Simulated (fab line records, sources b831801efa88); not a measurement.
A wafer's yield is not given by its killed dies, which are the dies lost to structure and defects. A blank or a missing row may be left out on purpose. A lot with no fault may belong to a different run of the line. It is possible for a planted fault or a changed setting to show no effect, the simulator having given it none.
fab line records	flow sfq_line
record: lots: 15	wafers: 45	last_day: 91
route steps=325 shown I0@56 M1@59 M7@294 I7@309
lots untouched by any fault: they come from a run of this same line in which no faults occurred
start_h: the number of hours between the record's first day and the start of the first shown wafer of the lot	wait_h: hours from the lot's prior step to this one	" same as the row above	L1.1+2: a single row standing in for several wafers	- no value, or no start given	* or withheld: withheld	< > ~ a bound
route shown NAME@n: a module of which the file shows steps, and the number in the route of the first	usual: the fault-free wafers' mean and standard deviation	same: alike in all rows	chamber/n: place in a boat	sites: the reading at each site	_std_site: standard deviation of those values	_edge_site: outer sites' mean less inner sites'	radius_mm: for every site, how far away it sits from the centre of the wafer	mask NAME#n: copy n	behind: the last tool/chamber to shape the wafer	hold: cause of the lot's hold/its duration in hours/its outcome	device: names the non-switching transistor (n, p or np)	end of line: tests of these same wafers at the route's end	a step given without rows: its recipe and nothing more	killed: the dies lost at the first sort to structure and to defects; this is not the yield of the wafer	map: dies across one wafer; x = killed, . = not, _ = none there
set.NAME: the setting the step ran with; set.NAME@STEP: the setting that earlier step ran with	model.NAME: the simulator's own value behind a step, which no gauge read
route steps across a sampled set of lots; one table per step, one row per wafer
services: when a tool's chamber went out of use (start_h, in hours from the record's first day, below 0 if earlier), for how many hours, and the reason
== steps ==
step: SFQ_TRILAYER_I0_VIA_STRIP_STRIP_035
recipe: gas: O2	power_w: 200	platen_temp_c: 40	overash_fraction: 0.65	chemistry: O2	pressure_mtorr: 50
usual: drypump_motor_current_A: 5.8/0.43	oes_product_au: 1.000/0.0081
lot.wafer	tool	chamber	start_h	wait_h	drypump_motor_current_A	oes_product_au	rf_hours_counter_h
L218.2	rie_metal-04	0	395.09	-	5.1	1.009	108
L218.3	"	0	"	"	5.1	1.021	-
L218.5	"	0	"	"	5.1	0.999	-
L219.1	rie_metal-01	1	396.29	-	5.9	0.997	93
L219.3	"	1	"	"	5.9	0.993	-
L219.4	"	1	"	"	5.9	1.004	-
L220.2	rie_metal-02	0	398.69	-	6.3	0.992	152
L220.5	"	1	"	"	5.4	1.000	-
L220.6	"	0	"	"	6.3	1.007	-
L221.1	rie_metal-01	0	401.09	-	6.5	1.004	0
L221.2	"	1	"	"	5.9	0.998	93
L221.4	"	1	"	"	5.9	1.005	-
L222.1	rie_metal-02	0	403.49	-	6.3	1.004	152
L222.3	"	1	"	"	5.4	1.007	-
L222.4	"	0	"	"	6.3	1.007	-
L223.2	rie_metal-01	0	405.89	-	6.5	0.993	0
L223.4	"	1	"	"	5.9	0.987	-
L223.5	"	0	"	"	6.5	0.999	-
L224.4	rie_metal-02	0	408.49	-	6.3	1.001	-
L224.5	"	0	"	"	6.3	0.994	-
L224.6	"	1	"	"	5.5	1.010	-
L225.3	rie_metal-02	1	451.52	-	5.4	1.005	-
L225.4	"	1	"	"	5.4	1.004	-
L225.6	"	1	"	"	5.4	1.006	-
L230.2	rie_metal-04	1	534.90	-	5.8	0.997	31
L230.3	"	1	"	"	5.8	1.004	-
L230.6	"	1	"	"	5.8	0.997	-
L233.1	rie_metal-02	0	578.10	-	6.2	0.987	15
L233.2	"	1	"	"	5.4	1.010	20
L233.6	"	0	"	"	6.3	0.998	-
L235.2	rie_metal-01	0	594.90	-	6.5	0.998	18
L235.4	"	0	"	"	6.5	0.999	-
L235.5	"	0	"	"	6.5	0.994	-
L236.1	rie_metal-02	1	598.97	-	5.4	0.999	23
L236.4	"	1	"	"	5.4	1.007	-
L236.5	"	1	"	"	5.4	1.005	-
L237.1	rie_metal-01	1	602.79	-	5.9	1.009	121
L237.5	"	1	"	"	5.9	1.009	-
L237.6	"	0	"	"	6.5	1.001	-
L239.1	rie_metal-04	0	621.99	-	5.1	1.011	134
L239.2	"	1	"	"	5.8	1.004	43
L239.3	"	0	"	"	5.1	0.999	-
L240.1	rie_metal-02	1	629.70	-	5.4	0.998	27
L240.3	"	1	"	"	5.4	1.007	-
L240.5	"	1	"	"	5.5	1.006	-
step: SFQ_TRILAYER_M1_DEP_SPUTTER_037
recipe: material: Nb	base_pressure_pa: 1.33e-06	chamber_pressure_pa: 0.1333	substrate_temp_c: 20	resputter_cathode_voltage_v: 400	target_thk_nm: 200	power_w: 2000	time_s: 133.3
usual: throttle_valve_pct: 30.3/0.91
lot.wafer	tool	chamber	start_h	wait_h	throttle_valve_pct
L218.2	pvd_sputter-04	-	395.89	0.0	30.9
L218.3	"	-	"	"	28.9
L218.5	"	-	"	"	31.3
L219.1	pvd_sputter-05	-	397.69	0.0	31.0
L219.3	"	-	"	"	30.3
L219.4	"	-	"	"	30.5
L220.2	pvd_sputter-04	-	399.49	0.0	29.8
L220.5	"	-	"	"	30.9
L220.6	"	-	"	"	29.7
L221.1	pvd_sputter-05	-	401.89	0.0	30.4
L221.2	"	-	"	"	30.6
L221.4	"	-	"	"	31.1
L222.1	pvd_sputter-04	-	404.31	0.0	30.9
L222.3	"	-	"	"	29.9
L222.4	"	-	"	"	29.1
L223.2	pvd_sputter-05	-	406.69	0.0	31.1
L223.4	"	-	"	"	30.6
L223.5	"	-	"	"	30.7
L223.2	pvd_sputter-05	-	406.95	0.2	30.6
L223.4	"	-	"	"	30.2
L223.5	"	-	"	"	30.6
L224.4	pvd_sputter-05	-	409.11	0.0	30.5
L224.5	"	-	"	"	30.1
L224.6	"	-	"	"	29.9
L225.3	pvd_sputter-04	-	452.54	0.0	30.0
L225.4	"	-	"	"	29.0
L225.6	"	-	"	"	30.8
L230.2	pvd_sputter-03	-	535.70	0.0	27.7
L230.3	"	-	"	"	30.2
L230.6	"	-	"	"	31.8
L230.2	pvd_sputter-03	-	535.96	0.2	27.7
L230.3	"	-	"	"	30.2
L230.6	"	-	"	"	31.8
L233.1	pvd_sputter-05	-	578.90	0.0	30.3
L233.2	"	-	"	"	30.6
L233.6	"	-	"	"	30.0
L233.1	pvd_sputter-05	-	579.16	0.2	30.4
L233.2	"	-	"	"	30.6
L233.6	"	-	"	"	30.1
L235.2	pvd_sputter-05	-	595.70	0.0	30.5
L235.4	"	-	"	"	30.3
L235.5	"	-	"	"	30.8
L236.1	pvd_sputter-04	-	599.77	0.0	29.9
L236.4	"	-	"	"	31.6
L236.5	"	-	"	"	30.0
L237.1	pvd_sputter-04	-	603.59	0.0	31.0
L237.5	"	-	"	"	29.2
L237.6	"	-	"	"	30.6
L239.1	pvd_sputter-05	-	622.79	0.0	30.8
L239.2	"	-	"	"	30.6
L239.3	"	-	"	"	30.1
L240.1	pvd_sputter-03	-	630.52	0.0	29.9
L240.3	"	-	"	"	30.4
L240.5	"	-	"	"	31.7
step: SFQ_M1_RS_MEAS_909
recipe: thk_meas_gauge: four-point-probe	reads: Nb_of_TRILAYER_M1_DEP_SPUTTER_037
usual: M1_NB_RS: 0.889/0.0088
lot.wafer	tool	chamber	start_h	wait_h	M1_NB_RS[ohm/sq]
L218.2	film_metro-03	-	396.01	0.1	0.886
L218.3	"	-	"	"	0.887
L218.5	"	-	"	"	0.895
L219.1	film_metro-01	-	397.79	0.0	0.883
L219.3	"	-	"	"	0.881
L219.4	"	-	"	"	0.877
L220.2	film_metro-03	-	399.61	0.1	0.876
L220.5	"	-	"	"	0.879
L220.6	"	-	"	"	0.871
L221.1	film_metro-04	-	401.99	0.0	0.883
L221.2	"	-	"	"	0.882
L221.4	"	-	"	"	0.887
L222.1	film_metro-03	-	404.40	0.0	0.875
L222.3	"	-	"	"	0.870
L222.4	"	-	"	"	0.869
L223.2	film_metro-03	-	407.06	0.1	0.439
L223.4	"	-	"	"	0.439
L223.5	"	-	"	"	0.439
L224.4	film_metro-01	-	409.26	0.1	0.883
L224.5	"	-	"	"	0.888
L224.6	"	-	"	"	0.891
L225.3	film_metro-01	-	452.67	0.1	0.888
L225.4	"	-	"	"	0.888
L225.6	"	-	"	"	0.883
L230.2	film_metro-01	-	536.07	0.1	0.443
L230.3	"	-	"	"	0.443
L230.6	"	-	"	"	0.444
L233.1	film_metro-01	-	579.25	0.0	0.443
L233.2	"	-	"	"	0.441
L233.6	"	-	"	"	0.443
L235.2	film_metro-03	-	595.81	0.1	0.896
L235.4	"	-	"	"	0.896
L235.5	"	-	"	"	0.893
L236.1	film_metro-03	-	599.86	0.0	0.885
L236.4	"	-	"	"	0.887
L236.5	"	-	"	"	0.877
L237.1	film_metro-01	-	603.69	0.0	0.897
L237.5	"	-	"	"	0.893
L237.6	"	-	"	"	0.889
L239.1	film_metro-01	-	622.89	0.0	0.904
L239.2	"	-	"	"	0.899
L239.3	"	-	"	"	0.907
L240.1	film_metro-03	-	630.61	0.0	0.890
L240.3	"	-	"	"	0.890
L240.5	"	-	"	"	0.896
step: SFQ_TRILAYER_M1_ETCH_METAL_ETCH_042
recipe: target: Nb	stop_on: SiO2	mask_material: PR	chemistry: Cl2/Ar	target_depth_nm: 240	icp_w: 600	bias_w: 80	pressure_mtorr: 10	time_s: 120
usual: drypump_motor_current_A: 5.8/0.4	oes_product_au: 0.895/0.006
lot.wafer	tool	chamber	start_h	wait_h	drypump_motor_current_A	oes_product_au	rf_hours_counter_h
L218.2	rie_metal-04	0	554.00	0.0	5.1	0.901	124
L218.3	"	1	"	"	5.8	0.893	-
L218.5	"	0	"	"	5.1	0.899	-
L219.1	rie_metal-02	1	558.80	0.0	5.5	0.904	17
L219.3	"	0	"	"	6.3	0.901	-
L219.4	"	1	"	"	5.5	0.905	-
L220.2	rie_metal-02	1	561.20	0.0	5.4	0.897	17
L220.5	"	0	"	"	6.2	0.900	-
L220.6	"	1	"	"	5.4	0.911	-
L221.1	rie_metal-04	0	563.60	0.0	5.1	0.906	125
L221.2	"	1	"	"	5.8	0.896	35
L221.4	"	1	"	"	5.8	0.892	-
L222.1	rie_metal-03	0	566.00	0.0	6.1	0.900	94
L222.3	"	0	"	"	6.1	0.907	-
L222.4	"	1	"	"	6.0	0.896	-
L223.2	rie_metal-04	0	568.40	0.0	5.1	1.008	126
L223.4	"	0	"	"	5.1	0.993	-
L223.5	"	1	"	"	5.9	0.998	-
L224.4	rie_metal-04	0	573.25	0.1	5.1	0.899	-
L224.5	"	1	"	"	5.8	0.894	-
L224.6	"	0	"	"	5.1	0.896	-
L225.3	rie_metal-02	0	618.34	0.1	6.3	0.900	-
L225.4	"	1	"	"	5.4	0.895	-
L225.6	"	1	"	"	5.4	0.898	-
L230.2	rie_metal-04	0	710.97	0.0	5.1	0.999	1
L230.3	"	0	"	"	5.1	0.998	-
L230.6	"	0	"	"	5.1	1.008	-
L233.1	rie_metal-03	1	745.77	0.0	6.0	0.983	65
L233.2	"	0	"	"	6.1	1.001	120
L233.6	"	1	"	"	6.0	0.988	-
L235.2	rie_metal-02	1	768.25	0.0	5.4	0.900	46
L235.4	"	1	"	"	5.4	0.887	-
L235.5	"	0	"	"	6.3	0.893	-
L236.1	rie_metal-03	1	771.85	0.0	6.0	0.894	68
L236.4	"	1	"	"	6.0	0.895	-
L236.5	"	1	"	"	6.0	0.898	-
L237.1	rie_metal-04	1	775.45	0.0	5.9	0.899	66
L237.5	"	0	"	"	5.1	0.894	-
L237.6	"	1	"	"	5.9	0.888	-
L239.1	rie_metal-03	1	786.25	0.0	6.0	0.889	70
L239.2	"	0	"	"	6.1	0.886	124
L239.3	"	0	"	"	6.1	0.889	-
L240.1	rie_metal-03	0	789.85	0.0	6.1	0.900	125
L240.3	"	0	"	"	6.1	0.887	-
L240.5	"	0	"	"	6.1	0.890	-
step: SFQ_TRILAYER_M7_STRIP_STRIP_181
recipe: gas: O2	power_w: 200	platen_temp_c: 40	overash_fraction: 0.65	chemistry: O2	pressure_mtorr: 50
usual: drypump_motor_current_A: 5.9/0.47	oes_product_au: 1.000/0.0066
lot.wafer	tool	chamber	start_h	wait_h	drypump_motor_current_A	oes_product_au	rf_hours_counter_h
L218.2	rie_metal-04	1	1903.42	0.1	5.8	1.004	94
L218.3	"	1	"	"	5.9	1.004	-
L218.5	"	1	"	"	5.8	1.005	-
L219.1	rie_metal-01	1	1908.22	0.1	5.9	1.003	28
L219.3	"	0	"	"	6.4	0.992	-
L219.4	"	1	"	"	5.9	1.006	-
L220.2	rie_metal-04	1	1923.94	0.1	5.8	0.989	97
L220.5	"	1	"	"	5.8	1.007	-
L220.6	"	0	"	"	5.1	0.999	-
L221.1	rie_metal-01	0	1926.34	0.1	6.4	0.998	81
L221.2	"	1	"	"	5.9	1.011	30
L221.4	"	1	"	"	5.9	1.012	-
L222.1	rie_metal-01	1	1928.74	0.1	5.9	1.004	30
L222.3	"	0	"	"	6.5	0.989	-
L222.4	"	1	"	"	5.9	1.000	-
L223.2	rie_metal-01	0	1933.54	0.1	6.5	0.996	82
L223.4	"	1	"	"	5.9	1.005	-
L223.5	"	0	"	"	6.4	0.991	-
L224.4	rie_metal-01	1	1940.94	0.2	5.9	1.006	-
L224.5	"	1	"	"	5.9	1.004	-
L224.6	"	0	"	"	6.5	0.983	-
L225.3	rie_metal-04	0	1974.15	0.2	5.1	0.998	-
L225.4	"	1	"	"	5.8	1.009	-
L225.6	"	1	"	"	5.8	1.007	-
L230.2	rie_metal-04	0	2006.35	0.1	5.0	1.005	43
L230.3	"	1	"	"	5.8	1.012	-
L230.6	"	0	"	"	5.1	1.004	-
L233.1	rie_metal-02	0	2027.74	0.1	6.3	0.992	72
L233.2	"	1	"	"	5.4	0.998	73
L233.6	"	0	"	"	6.3	0.991	-
L235.2	rie_metal-02	0	2061.14	0.1	6.3	0.998	76
L235.4	"	0	"	"	6.3	0.991	-
L235.5	"	0	"	"	6.3	0.999	-
L236.1	rie_metal-01	1	2062.34	0.1	5.8	0.980	46
L236.4	"	0	"	"	6.4	0.990	-
L236.5	"	0	"	"	6.5	0.984	-
L237.1	rie_metal-01	1	2068.34	0.1	5.9	0.999	47
L237.5	"	0	"	"	6.4	0.994	-
L237.6	"	1	"	"	5.9	1.005	-
L239.1	rie_metal-02	1	2081.61	0.1	5.4	1.001	81
L239.2	"	0	"	"	6.3	0.995	80
L239.3	"	0	"	"	6.3	0.991	-
L240.1	rie_metal-04	0	2088.81	0.1	5.1	1.007	53
L240.3	"	0	"	"	5.1	1.015	-
L240.5	"	0	"	"	5.1	1.006	-
step: SFQ_TRILAYER_I7_VIA_STRIP_STRIP_191
recipe: gas: O2	power_w: 200	platen_temp_c: 40	overash_fraction: 0.65	chemistry: O2	pressure_mtorr: 50
usual: drypump_motor_current_A: 5.7/0.43	oes_product_au: 1.002/0.0075
lot.wafer	tool	chamber	start_h	wait_h	drypump_motor_current_A	oes_product_au	rf_hours_counter_h
L218.2	rie_metal-02	1	1914.03	-	5.4	0.998	64
L218.3	"	0	"	"	6.3	0.993	-
L218.5	"	1	"	"	5.4	1.008	-
L219.1	rie_metal-02	1	2017.24	-	5.4	0.986	72
L219.3	"	1	"	"	5.5	0.999	-
L219.4	"	0	"	"	6.3	1.003	-
L220.2	rie_metal-04	0	2034.91	-	5.1	1.004	45
L220.5	"	0	"	"	5.1	1.000	-
L220.6	"	1	"	"	5.9	1.008	-
L221.1	rie_metal-02	0	2037.31	-	6.2	0.996	73
L221.2	"	1	"	"	5.4	1.004	74
L221.4	"	0	"	"	6.2	0.997	-
L222.1	rie_metal-04	1	2040.91	-	5.8	1.006	108
L222.3	"	1	"	"	5.8	1.017	-
L222.4	"	0	"	"	5.1	1.003	-
L223.2	rie_metal-04	1	2044.51	-	5.8	1.013	109
L223.4	"	0	"	"	5.1	1.009	-
L223.5	"	1	"	"	5.9	0.998	-
L224.4	rie_metal-04	1	2053.11	-	5.9	1.010	-
L224.5	"	0	"	"	5.1	1.010	-
L224.6	"	1	"	"	5.9	1.014	-
L225.3	rie_metal-04	1	2075.77	-	5.8	1.009	-
L225.4	"	0	"	"	5.1	1.021	-
L225.6	"	0	"	"	5.1	1.011	-
L230.2	rie_metal-04	0	2109.17	-	5.1	1.008	56
L230.3	"	0	"	"	5.1	0.998	-
L230.6	"	1	"	"	5.8	1.004	-
L233.1	rie_metal-02	0	2126.85	-	6.3	0.986	88
L233.2	"	1	"	"	5.4	1.000	88
L233.6	"	0	"	"	6.3	0.986	-
L235.2	rie_metal-04	0	2150.52	-	5.1	1.002	62
L235.4	"	1	"	"	5.8	0.999	-
L235.5	"	0	"	"	5.1	1.000	-
L236.1	rie_metal-04	0	2155.32	-	5.1	1.000	62
L236.4	"	0	"	"	5.1	0.998	-
L236.5	"	1	"	"	5.8	0.999	-
L237.1	rie_metal-03	1	2156.52	-	6.0	0.992	126
L237.5	"	1	"	"	6.0	1.007	-
L237.6	"	0	"	"	6.1	0.999	-
L239.1	rie_metal-04	1	2170.92	-	5.9	0.991	125
L239.2	"	0	"	"	5.1	0.989	64
L239.3	"	1	"	"	5.8	0.991	-
L240.1	rie_metal-02	1	2174.52	-	5.4	0.993	94
L240.3	"	1	"	"	5.4	1.005	-
L240.5	"	1	"	"	5.4	0.985	-
== services ==
tool	chamber	start_h	hours	kind
rie_metal-04	-	448.85	15.6	pm
rie_metal-02	-	469.75	0.6	repair
rie_metal-02	1	502.60	2.3	repair
rie_metal-02	0	580.57	3.7	repair
rie_metal-04	0	679.11	6.2	repair
rie_metal-04	1	703.01	1.0	repair
rie_metal-02	1	747.28	5.9	repair
rie_metal-02	-	835.04	0.8	repair
rie_metal-02	-	998.24	1.0	repair
rie_metal-04	0	1063.00	20.2	repair
rie_metal-02	-	1189.74	2.8	pm
rie_metal-02	-	1219.29	0.8	repair
rie_metal-02	-	1295.42	1.4	pm
rie_metal-04	-	1353.39	2.8	pm
rie_metal-02	1	1397.02	29.0	repair
rie_metal-04	-	1637.14	1.4	pm
rie_metal-02	-	1660.30	4.0	pm
rie_metal-04	1	1764.57	5.7	repair
rie_metal-02	-	1860.15	0.3	repair
rie_metal-02	-	1943.66	0.6	repair
rie_metal-02	1	1987.41	16.4	repair
rie_metal-04	0	2014.91	3.7	repair
rie_metal-04	-	2033.06	1.3	repair
rie_metal-04	1	2059.49	8.6	repair
== key ==
first_sign: step: SFQ_TRILAYER_M1_DEP_SPUTTER_037	reading: visit	direction: added
effect: step: SFQ_M1_RS_MEAS_909	reading: M1_NB_RS	direction: down	sigmas: 51	usual: 0.889	struck: 0.442
effect: step: SFQ_TRILAYER_M1_ETCH_METAL_ETCH_042	reading: oes_product_au	direction: up	sigmas: 17	usual: 0.895	struck: 0.997
met_at SFQ_TRILAYER_M1_DEP_SPUTTER_037
struck_lots L223,L230,L233
not_acting_at SFQ_TRILAYER_I0_VIA_STRIP_STRIP_035,SFQ_TRILAYER_M7_STRIP_STRIP_181,SFQ_TRILAYER_I7_VIA_STRIP_STRIP_191
fault: kind: repeated_step_whole	tool: pvd_sputter-03,pvd_sputter-04,pvd_sputter-05	chamber: -	onset_h: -	steps: SFQ_TRILAYER_M1_DEP_SPUTTER_037	times: 1	scope: struck_lots_only
